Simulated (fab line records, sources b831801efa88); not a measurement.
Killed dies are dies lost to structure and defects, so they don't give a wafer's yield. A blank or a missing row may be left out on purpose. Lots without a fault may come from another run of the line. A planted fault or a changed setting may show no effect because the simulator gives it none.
Which tool did it? | flow gf180mcu | 11 lots, 33 wafers sampled, at 2 steps of a route of 602

WHAT THE GAUGES READ, wafer by wafer
GF_V4_BOW_MEAS_05. Usual: V4_BOW 135 um, standard deviation 9.2.
lot  | measured     | on            | V4_BOW (um) | flag
L134 | day 24 00:53 | film_metro-04 | 131 137 138 |
L137 | day 25 07:25 | film_metro-02 | 143 143 144 |
L138 | day 25 13:41 | film_metro-02 | 117 125 134 |
L139 | day 25 20:58 | film_metro-04 | 120 125 132 |
L140 | day 26 02:52 | film_metro-03 | 131 126 127 |
L141 | day 26 09:25 | film_metro-03 | 140 133 125 |
L149 | day 28 19:04 | film_metro-03 | 139 130 138 |
L151 | day 29 08:46 | film_metro-04 | 150 135 140 |
L153 | day 30 02:59 | film_metro-02 | 130 129 139 |
L152 | day 30 04:40 | film_metro-02 | 130 132 156 |
L155 | day 30 13:49 | film_metro-03 | 135 126 133 |

GF_V4_RS_MEAS_24: measures by four-point-probe. Usual: V4_W_RS 0.324 ohm/sq, standard deviation 0.0036.
lot  | measured     | on            | V4_W_RS (ohm/sq)  | flag
L134 | day 25 00:39 | film_metro-03 | 0.325 0.322 0.321 |
L137 | day 26 05:18 | film_metro-02 | 0.325 0.323 0.325 |
L138 | day 26 11:52 | film_metro-03 | 0.326 0.322 0.323 |
L139 | day 26 19:08 | film_metro-04 | 0.320 0.322 0.321 |
L140 | day 27 00:43 | film_metro-03 | 0.326 0.328 0.330 |
L141 | day 27 07:14 | film_metro-02 | 0.322 0.325 0.325 |
L149 | day 29 15:44 | film_metro-04 | 0.330 0.329 0.327 |
L151 | day 30 04:29 | film_metro-03 | 0.322 0.327 0.327 |
L153 | day 30 22:11 | film_metro-04 | 0.318 0.315 0.322 |
L152 | day 31 00:02 | film_metro-03 | 0.328 0.328 0.327 |
L155 | day 31 09:20 | film_metro-02 | 0.325 0.318 0.326 |

WHICH TOOL RAN EACH LOT (tool, then ch and the chambers of the sampled wafers, then the start)
The record holds no process step before these readings.

WHAT THE TOOLS THEMSELVES READ (means of the sampled wafers that have a number; where no wafer has one, the mark that the record gives instead)
The record holds no such reading with a usual standard deviation.

THE ANSWER, worked out from the rows above alone
Rule: a lot is off if the mean of its wafers that have a number lies more than 3 standard deviations from the usual mean. A lot without any number at a reading at which 4 lots or more have one is off too. The other lots that the step has rows for count as sound. The gauges are gone through in route order, then the tools' own readings, and for those a lot's mean is taken as printed above. The first step at which some lot is off is used, and at that step the reading that is off furthest; a lot without a number counts as furthest.
No lot is off at any reading shown: from this, nothing can be told.

WHAT THE SIMULATOR HAD PUT IN
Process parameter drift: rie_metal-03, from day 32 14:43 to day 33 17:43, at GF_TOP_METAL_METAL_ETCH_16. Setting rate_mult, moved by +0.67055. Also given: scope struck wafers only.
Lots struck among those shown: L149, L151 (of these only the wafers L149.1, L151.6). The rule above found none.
